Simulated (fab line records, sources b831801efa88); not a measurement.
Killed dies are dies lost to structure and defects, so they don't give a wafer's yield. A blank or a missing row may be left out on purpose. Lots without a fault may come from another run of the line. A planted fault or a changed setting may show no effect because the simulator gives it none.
Which tool did it? | flow sky130 | 11 lots, 33 wafers sampled, at 3 steps of a route of 708

WHAT THE GAUGES READ, wafer by wafer
SKY_PASSIVATION_THK_MEAS_03.
lot  | measured     | on            | PASSIVATION_CVD_02_THK (nm)
L116 | day 45 13:22 | film_metro-03 | 547 546 539
L117 | day 45 21:50 | film_metro-03 | 533 537 539
L119 | day 46 21:28 | film_metro-04 | 527 543 553
L122 | day 47 06:34 | film_metro-03 | 535 535 549
L123 | day 47 16:50 | film_metro-01 | 539 540 548
L125 | day 48 02:38 | film_metro-03 | 534 557 543
L126 | day 48 07:01 | film_metro-03 | 543 543 546
L127 | day 48 17:23 | film_metro-01 | 544 550 549
L128 | day 49 00:20 | film_metro-03 | 538 537 546
L137 | day 50 15:47 | film_metro-01 | 532 538 536
L138 | day 50 18:07 | film_metro-04 | 540 548 547

WHICH TOOL RAN EACH LOT (tool, then ch and the chambers of the sampled wafers, then the start)
lot  | SKY_VIA2_ETCH_14                   | SKY_VIA4_CMP_21
L116 | rie_diel-02 ch 0,2,3, day 37 23:34 | cmp-02 ch 0,1,3, day 44 12:48
L117 | rie_diel-02 ch 1,2,3, day 38 07:28 | cmp-02 ch 0,1,2, day 44 22:41
L119 | rie_diel-04 ch 0,1, day 39 10:49   | cmp-02 ch 0,1,3, day 45 21:32
L122 | rie_diel-04 ch 0,2,3, day 39 20:22 | cmp-02 ch 1,2,3, day 46 07:31
L123 | rie_diel-04 ch 1,2,3, day 40 09:19 | cmp-02 ch 0,3, day 46 18:17
L125 | rie_diel-04 ch 0,1,2, day 40 19:37 | cmp-01 ch 0,2,3, day 47 04:17
L126 | rie_diel-04 ch 0,1, day 41 05:34   | cmp-02 ch 0,1,2, day 47 08:55
L127 | rie_diel-03 ch 0,1, day 41 15:55   | cmp-02 ch 0,1, day 47 18:54
L128 | rie_diel-03 ch 0,2, day 41 23:01   | cmp-01 ch 0,2, day 48 02:20
L137 | rie_diel-04 ch 0,1,2, day 44 00:25 | cmp-01 ch 0,1,2, day 49 19:40
L138 | rie_diel-03 ch 0,2, day 44 05:46   | cmp-01 ch 0,1,2, day 49 22:25
- SKY_VIA2_ETCH_14: etches BARC in N2/H2, stops on SiO2, time 45.9 s, target depth 60 nm.
- SKY_VIA4_CMP_21: polishes, stops on SiO2, t overpolish 25 s, target thk 0 nm.

THE ANSWER, worked out from the rows above alone
Rule: what is usual is taken from the lots themselves. Put in order of their means at a reading, lots are off if they are a third of the lots or fewer, leave a main group of 4 or more, and stand apart from it by a gap of 3 or more times the standard deviation of the main group's means; of several such gaps the widest counts. A main group whose means are all the same, to the digits that the tables above print for the reading, isn't used. A lot without any number at a reading at which 4 lots or more have one is off too. The other lots that the step has rows for count as sound.
No lot is off at any reading shown: from this, nothing can be told.

WHAT THE SIMULATOR HAD PUT IN
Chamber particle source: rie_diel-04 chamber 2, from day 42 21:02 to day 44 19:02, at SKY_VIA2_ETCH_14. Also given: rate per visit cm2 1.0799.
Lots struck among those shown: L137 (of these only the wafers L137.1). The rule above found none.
